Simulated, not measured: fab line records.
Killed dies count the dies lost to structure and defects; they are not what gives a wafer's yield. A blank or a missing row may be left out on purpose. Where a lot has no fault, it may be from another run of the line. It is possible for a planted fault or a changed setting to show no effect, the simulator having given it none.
Check for tools in common :: flow sky130 :: Sample size 12 lots and 42 wafers

REASON FOR OPENING
2 of 12 lots carry a flag on the reading VT_ADJUST_NCORE_TW at SKY_VT_ADJUST_NCORE_TW_MEAS_11. Wafers without a fault read 220.1, standard deviation 1.4.
Rule: a lot is flagged in two cases, either no wafer of it has a number, or all its wafers with numbers fall more than 4 standard deviations from that mean. The other lots count as sound.

lot: L937
measured: day 8 19:10
on: filmMetro-03
VT_ADJUST_NCORE_TW, wafer by wafer: 220.8 220.7 220.6
flag: 

lot: L940
measured: day 9 19:55
on: filmMetro-03
VT_ADJUST_NCORE_TW, wafer by wafer: 218.7 218.9 218.8
flag: 

lot: L941
measured: day 9 20:53
on: filmMetro-04
VT_ADJUST_NCORE_TW, wafer by wafer: 221.1 222.1 221.2
flag: 

lot: L942
measured: day 10 13:49
on: filmMetro-04
VT_ADJUST_NCORE_TW, wafer by wafer: 220.2 219.9 219.8
flag: 

lot: L943
measured: day 10 14:22
on: filmMetro-03
VT_ADJUST_NCORE_TW, wafer by wafer: 220.6 219.5 219.1
flag: 

lot: L944
measured: day 10 18:53
on: filmMetro-03
VT_ADJUST_NCORE_TW, wafer by wafer: 220.6 220.0 220.7
flag: 

lot: L945
measured: day 11 03:52
on: filmMetro-03
VT_ADJUST_NCORE_TW, wafer by wafer: 219.1 217.7 219.9
flag: 

lot: L947
measured: day 11 15:01
on: filmMetro-01
VT_ADJUST_NCORE_TW, wafer by wafer: 218.5 218.6 219.1
flag: 

lot: L951
measured: day 12 17:53
on: filmMetro-01
VT_ADJUST_NCORE_TW, wafer by wafer: 227.6 228.5 227.9 228.3 227.8 228.3
flag: FLAGGED

lot: L953
measured: day 13 12:10
on: filmMetro-01
VT_ADJUST_NCORE_TW, wafer by wafer: 228.2 228.5 228.3 228.8 228.1 228.5
flag: FLAGGED

lot: L959
measured: day 15 02:28
on: filmMetro-04
VT_ADJUST_NCORE_TW, wafer by wafer: 222.3 220.8 222.2
flag: 

lot: L960
measured: day 15 11:01
on: filmMetro-01
VT_ADJUST_NCORE_TW, wafer by wafer: 216.2 217.7 217.8
flag: 
On average the flagged lots' numbers are 228.2, which is +8.1 against the usual, or +6 standard deviations.

TOOL THAT RAN EACH LOT
The record holds 1 process step before the reading, out of a route of 708 steps. In each cell: the tool, then ch and the chambers that the sampled wafers went through, then the start.
lot: L937
flag: 
SKY_VT_ADJUST_NCORE_IMPLANT_09: implanter-01 ch 0, day 8 18:55

lot: L940
flag: 
SKY_VT_ADJUST_NCORE_IMPLANT_09: implanter-01 ch 0, day 9 19:42

lot: L941
flag: 
SKY_VT_ADJUST_NCORE_IMPLANT_09: implanter-04 ch 0, day 9 20:38

lot: L942
flag: 
SKY_VT_ADJUST_NCORE_IMPLANT_09: implanter-04 ch 0, day 10 13:34

lot: L943
flag: 
SKY_VT_ADJUST_NCORE_IMPLANT_09: implanter-01 ch 0, day 10 14:07

lot: L944
flag: 
SKY_VT_ADJUST_NCORE_IMPLANT_09: implanter-02 ch 0, day 10 18:40

lot: L945
flag: 
SKY_VT_ADJUST_NCORE_IMPLANT_09: implanter-01 ch 0, day 11 03:37

lot: L947
flag: 
SKY_VT_ADJUST_NCORE_IMPLANT_09: implanter-01 ch 0, day 11 14:46

lot: L951
flag: FLAGGED
SKY_VT_ADJUST_NCORE_IMPLANT_09: implanter-01 ch 0, day 12 17:41

lot: L953
flag: FLAGGED
SKY_VT_ADJUST_NCORE_IMPLANT_09: implanter-01 ch 0, day 13 11:55

lot: L959
flag: 
SKY_VT_ADJUST_NCORE_IMPLANT_09: implanter-04 ch 0, day 15 02:14

lot: L960
flag: 
SKY_VT_ADJUST_NCORE_IMPLANT_09: implanter-04 ch 0, day 15 10:48
These steps, and what they do:
- SKY_VT_ADJUST_NCORE_IMPLANT_09
- SKY_VT_ADJUST_NCORE_TW_MEAS_11

FLAGGED OVER TOTAL, TOOL BY TOOL (the gauges that took the reading come last)
step: SKY_VT_ADJUST_NCORE_IMPLANT_09
tool: implanter-01
lots run: 7
flagged: 2
share of the flagged lots: all
sound lots run after its first flagged lot: 0

step: SKY_VT_ADJUST_NCORE_IMPLANT_09
tool: implanter-02
lots run: 1
flagged: 0
share of the flagged lots: none
sound lots run after its first flagged lot: -

step: SKY_VT_ADJUST_NCORE_IMPLANT_09
tool: implanter-04
lots run: 4
flagged: 0
share of the flagged lots: none
sound lots run after its first flagged lot: -

step: SKY_VT_ADJUST_NCORE_TW_MEAS_11
tool: filmMetro-01
lots run: 4
flagged: 2
share of the flagged lots: all
sound lots run after its first flagged lot: 1 (L960)

step: SKY_VT_ADJUST_NCORE_TW_MEAS_11
tool: filmMetro-03
lots run: 5
flagged: 0
share of the flagged lots: none
sound lots run after its first flagged lot: -

step: SKY_VT_ADJUST_NCORE_TW_MEAS_11
tool: filmMetro-04
lots run: 3
flagged: 0
share of the flagged lots: none
sound lots run after its first flagged lot: -

THE TABLE: WHAT IT ALLOWS
In 2 table rows, all flagged lots were run: implanter-01 (SKY_VT_ADJUST_NCORE_IMPLANT_09), filmMetro-01 (SKY_VT_ADJUST_NCORE_TW_MEAS_11).
- implanter-01 at SKY_VT_ADJUST_NCORE_IMPLANT_09: 2 of its 7 lots flagged. Last sound lot L947 at day 11 14:46, first flagged lot L951 at day 12 17:41; a fault beginning in between fits. Its own readings (beamOnS, endStationPressureTorr, faradayCurrentUA) fall more than 4 standard deviations out on all wafers of the flagged lots.
- filmMetro-01 at SKY_VT_ADJUST_NCORE_TW_MEAS_11: 2 of its 4 lots flagged. Lots that were sound ran on it after the first flagged one (L960); a persistent fault on the entire tool would not allow that.
What remains is a single tool, implanter-01 at SKY_VT_ADJUST_NCORE_IMPLANT_09.

WHAT HAD BEEN PUT IN BY THE SIMULATOR
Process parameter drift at SKY_VT_ADJUST_NCORE_IMPLANT_09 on implanter-01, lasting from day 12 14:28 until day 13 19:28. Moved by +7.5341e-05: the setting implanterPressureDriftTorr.
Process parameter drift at SKY_VT_ADJUST_NCORE_IMPLANT_09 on implanter-01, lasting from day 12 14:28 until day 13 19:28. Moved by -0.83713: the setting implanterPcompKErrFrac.
Struck lots among those shown: L951, L953. The rule given above showed the same thing.
